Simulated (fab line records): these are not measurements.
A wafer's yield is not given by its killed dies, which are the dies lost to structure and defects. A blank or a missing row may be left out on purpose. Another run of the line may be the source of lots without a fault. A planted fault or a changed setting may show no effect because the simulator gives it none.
Comparing a struck lot with a sound one / flow sfq_line / 41 steps out of a route of 325
Sound: the wafers L254.2, L254.3, L254.5. Struck: wafer L260.6 (left out: L260.1, L260.4 of the same lot, which were not struck); the cause appears at the end.
Order at every step that has rows: each side's tool, ch and its chambers, its first start. Under that, the readings that differ: sound wafers / struck wafers / difference of the means / sigmas: that difference in standard deviations of wafers without a fault.
alike: same words and numbers on both sides, and readings whose means sit less than 2 such deviations apart. not compared: any withheld reading, any reading some wafer has no value for, any bound like >300 that may hide the same value, and any number with overlapping values for which the record gives no deviation.
A row with sigmas, a row that says differs or no value, or rows on one side alone: a step with any of these is where the two part. When numbers do not overlap yet have no deviation, they are printed without sigmas and do not part them. Lack of a reading on every wafer of one side parts them only where that side has two or more wafers.

first, 3 steps without rows for these wafers: SFQ_TRILAYER_I4_VIA_LITHO_EXPOSE_104 (exposes mask I4, target cd 700 nm); SFQ_TRILAYER_I4_VIA_LITHO_PEB_106 (peb time 60 s); SFQ_TRILAYER_I4_VIA_LITHO_DEVELOP_105 (time 60 s).
SFQ_I4_OVL_MEAS_928:
  struck on overlay-02, day 54 11:54; sound on overlay-02, day 50 13:31
reading=I4_OVL (nm); sound=-6 -3 -10; struck=7; difference=+13; sigmas=+2
then, 1 step without rows for these wafers: SFQ_TRILAYER_I4_VIA_BARC_OPEN_VIA_ETCH_146 (etches BARC in O2, target depth 125 nm, time 41.7 s).
SFQ_TRILAYER_I4_VIA_ETCH_VIA_ETCH_106: etches SiO2 in CHF3, stops on Nb, target depth 260 nm.
  sound on rie_diel-02 ch 0,2, day 50 13:35; struck on rie_diel-02 ch 1, day 54 11:58
reading=drypump_motor_current_A (A); sound=6.3 6.0 6.3; struck=4.8; difference=-1.4; sigmas=-3
  alike: oes_product_au, rf_fwd_power_W
then, 3 steps without rows for these wafers: SFQ_TRILAYER_I4_VIA_STRIP_STRIP_107 (strips in O2); SFQ_TRILAYER_I4_VIA_STRIP_SOLV_CLEAN_108 (cleans in NMP, time 600 s); SFQ_TRILAYER_JJ_TRILAYER_DEP_PRE_CLEAN_113 (time 22.5 s).
SFQ_TRILAYER_JJ_TRILAYER_DEP_SPUTTER_109: material Nb, target thk 150 nm, time 100 s.
  struck on pvd_sputter-04, day 54 12:53; sound on pvd_sputter-04, day 50 14:29
  alike: throttle_valve_pct
then, 2 steps without rows for these wafers: SFQ_TRILAYER_JJ_TRILAYER_DEP_SPUTTER_110 (material Al, target thk 8 nm, time 10 s); SFQ_TRILAYER_JJ_TRILAYER_DEP_AL_OXIDATION_111 (oxidation time 600 s).
SFQ_TRILAYER_JJ_TRILAYER_DEP_SPUTTER_112: material Nb, target thk 170 nm, time 113.3 s.
  struck on pvd_sputter-04, day 54 13:59; sound on pvd_sputter-04, day 50 15:35
reading=throttle_valve_pct (%); sound=29.4 30.6 30.7; struck=28.8; difference=-1.4; sigmas=-2
reading=model.Nb_of_TRILAYER_JJ_TRILAYER_DEP_SPUTTER_112.thk_nm (nm); sound=167.8 168.7 168.6; struck=179; difference=+11; sigmas=
SFQ_JJ_RS_MEAS_929: measures by four-point-probe.
  struck on film_metro-04, day 54 14:21; sound on film_metro-03, day 50 15:41
reading=JJ_NB_RS (ohm/sq); sound=1.065 1.059 1.060; struck=0.993; difference=-0.068; sigmas=-7
  not compared: hold
then, 5 steps without rows for these wafers: SFQ_TRILAYER_JJ_CE_LITHO_COAT_114 (resist thk 600 nm); SFQ_TRILAYER_JJ_CE_LITHO_SOFTBAKE_118; SFQ_TRILAYER_JJ_CE_LITHO_EXPOSE_115 (exposes mask J5, target cd 700 nm); SFQ_TRILAYER_JJ_CE_LITHO_PEB_117 (peb time 60 s); SFQ_TRILAYER_JJ_CE_LITHO_DEVELOP_116 (time 60 s).
SFQ_JJ_OVL_MEAS_931:
  struck on overlay-01, day 54 20:56; sound on overlay-02, day 51 07:01
  alike: J5_OVL
after that, 1 step had no rows for these wafers: SFQ_TRILAYER_JJ_CE_METRO_MEASURE_117.
SFQ_TRILAYER_JJ_CE_BARC_OPEN_RIE_150: chemistry O2, target BARC, target depth 240 nm, time 80 s.
  sound on rie_metal-04 ch 1, day 51 08:17; struck on rie_metal-04 ch 0, day 54 23:33
  alike: drypump_motor_current_A, oes_product_au, rf_fwd_power_W
  not compared: rf_hours_counter_h
then, 10 steps without rows for these wafers: SFQ_TRILAYER_JJ_CE_ETCH_RIE_118 (chemistry SF6, target Nb, stops on Al2O3, time 97.7 s, target depth 170 nm); SFQ_TRILAYER_JJ_ANODIZE_ANODIZE_119; SFQ_TRILAYER_JJ_CE_STRIP_STRIP_120 (strips in O2); SFQ_TRILAYER_JJ_CE_STRIP_SOLV_CLEAN_121 (cleans in NMP, time 600 s); SFQ_TRILAYER_M5_LITHO_COAT_128 (resist thk 62 nm); SFQ_TRILAYER_M5_LITHO_COAT_123 (resist thk 600 nm); SFQ_TRILAYER_M5_LITHO_SOFTBAKE_127; SFQ_TRILAYER_M5_LITHO_EXPOSE_124 (exposes mask M5, target cd 700 nm); SFQ_TRILAYER_M5_LITHO_PEB_126 (peb time 60 s); SFQ_TRILAYER_M5_LITHO_DEVELOP_125 (time 60 s).
SFQ_M5_OVL_MEAS_932:
  struck on overlay-01, day 55 04:42; sound on overlay-02, day 52 22:59
  alike: M5_OVL
then, 1 step without rows for these wafers: SFQ_TRILAYER_M5_BARC_OPEN_METAL_ETCH_161 (etches BARC in O2, target depth 125 nm, time 41.7 s).
SFQ_TRILAYER_M5_ETCH_METAL_ETCH_126: etches Nb in Cl2/BCl3, stops on SiO2, time 203.2 s, target depth 265 nm.
  sound on rie_metal-03 ch 0,1, day 52 23:05; struck on rie_metal-03 ch 1, day 55 04:47
  alike: drypump_motor_current_A, oes_product_au, rf_fwd_power_W
  not compared: rf_hours_counter_h
SFQ_TRILAYER_M5_STRIP_STRIP_127: strips in O2.
  sound on rie_metal-03 ch 0,1, day 52 23:16; struck on rie_metal-03 ch 1, day 55 05:49
  alike: drypump_motor_current_A, oes_product_au
  not compared: rf_hours_counter_h
then, 4 steps without rows for these wafers: SFQ_TRILAYER_M5_STRIP_SOLV_CLEAN_128 (cleans in NMP, time 600 s); SFQ_TRILAYER_A5B_DEP_PECVD_129 (deposits SiO2 from SiH4/N2O, time 133.33 s, target thk 600 nm); SFQ_TRILAYER_A5B_CMP_CMP_130 (polishes, stops on Nb, target thk 340.7 nm); SFQ_TRILAYER_A5B_METRO_MEASURE_131.
-- the record jumps here: 6 days lie between the struck wafers' starts before and after --
SFQ_TRILAYER_R5_ETCH_METAL_ETCH_139: etches the open film in Cl2, stops on SiO2, target depth 60 nm, time 40 s.
  sound on rie_metal-02 ch 0, day 59 08:34; struck on rie_metal-03 ch 0, day 61 12:28
reading=model.Nb_of_TRILAYER_JJ_TRILAYER_DEP_SPUTTER_112.thk_nm (nm); sound=157.8 158.8 158.6; struck=169; difference=+11; sigmas=
  alike: drypump_motor_current_A, oes_product_au, rf_fwd_power_W
  not compared: rf_hours_counter_h

WHERE THEY PART
First at SFQ_I4_OVL_MEAS_928; last, within this record, at SFQ_JJ_RS_MEAS_929. Later steps at which nothing parts them and some readings are alike: SFQ_JJ_OVL_MEAS_931, SFQ_TRILAYER_JJ_CE_BARC_OPEN_RIE_150, SFQ_M5_OVL_MEAS_932, SFQ_TRILAYER_M5_ETCH_METAL_ETCH_126, SFQ_TRILAYER_M5_STRIP_STRIP_127, SFQ_TRILAYER_R5_ETCH_METAL_ETCH_139.

WHY: whatever the simulator had introduced
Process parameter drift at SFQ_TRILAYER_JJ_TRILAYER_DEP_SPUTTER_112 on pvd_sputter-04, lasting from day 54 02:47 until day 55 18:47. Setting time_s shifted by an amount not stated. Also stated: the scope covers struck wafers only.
